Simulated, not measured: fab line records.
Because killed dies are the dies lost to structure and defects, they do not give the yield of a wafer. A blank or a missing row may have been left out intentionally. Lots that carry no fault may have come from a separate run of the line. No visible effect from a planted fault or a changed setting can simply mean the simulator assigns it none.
Which tool is to blame? -- flow sky130 -- 18 wafers from 6 lots sampled at 3 of the route's 708 steps

== WHAT EACH GAUGE READ, for each wafer ==
SKY_VIA4_BOW_MEAS_03.
lot,measured,on,VIA4_BOW (um)
L620,day 42 22:46,film metro-02,72 83 76
L622,day 43 15:11,film metro-04,99 91 82
L625,day 44 15:11,film metro-02,76 79 92
L630,day 45 21:22,film metro-04,73 83 71
L631,day 46 04:19,film metro-04,79 57 67
L639,day 48 00:19,film metro-02,82 72 74

== WHAT TOOL EACH LOT RAN ON (gives the tool, then ch and the chambers of the sampled wafers, and finally the start) ==
lot,SKY_CONTACT_CVD_24,SKY_METAL4_ETCH_16
L620,"cvd w-02 ch 0,1, day 32 18:05","rie metal-02 ch 0,1, day 42 21:08"
L622,"cvd w-01 ch 1, day 33 11:47","rie metal-03 ch 0,1, day 43 13:43"
L625,"cvd w-01 ch 0,1, day 34 17:41","rie metal-02 ch 0,1, day 44 13:43"
L630,"cvd w-01 ch 0,1, day 36 03:22","rie metal-02 ch 0,1, day 45 19:37"
L631,"cvd w-01 ch 1, day 36 15:57","rie metal-01 ch 1, day 46 02:40"
L639,"cvd w-01 ch 0,1, day 38 22:08","rie metal-02 ch 0,1, day 47 22:29"
- SKY_CONTACT_CVD_24: deposits W, target thk 340 nm, time 102.12 s.
- SKY_METAL4_ETCH_16: etches BARC in N2/H2, stops on SiO2, time 88.2 s, target depth 60 nm.

== THE ANSWER, worked out from the rows above alone ==
Rule: usual is defined by the lots themselves. The widest of any qualifying gaps counts: lots, ordered by their means at a reading, are off when they make up no more than a third of the lots, leave a main group of 4 or more, and stand apart from it by 3 or more times the standard deviation of that group's means. The tables above print the reading to a certain number of digits; a main group whose means all agree to those digits is not used. A lot without any number at a reading at which 4 lots or more have one is off too. The other lots that the step has rows for count as sound.
None of the lots is off at any reading shown; this tells nothing.

== WHAT THE SIMULATOR PUT IN ==
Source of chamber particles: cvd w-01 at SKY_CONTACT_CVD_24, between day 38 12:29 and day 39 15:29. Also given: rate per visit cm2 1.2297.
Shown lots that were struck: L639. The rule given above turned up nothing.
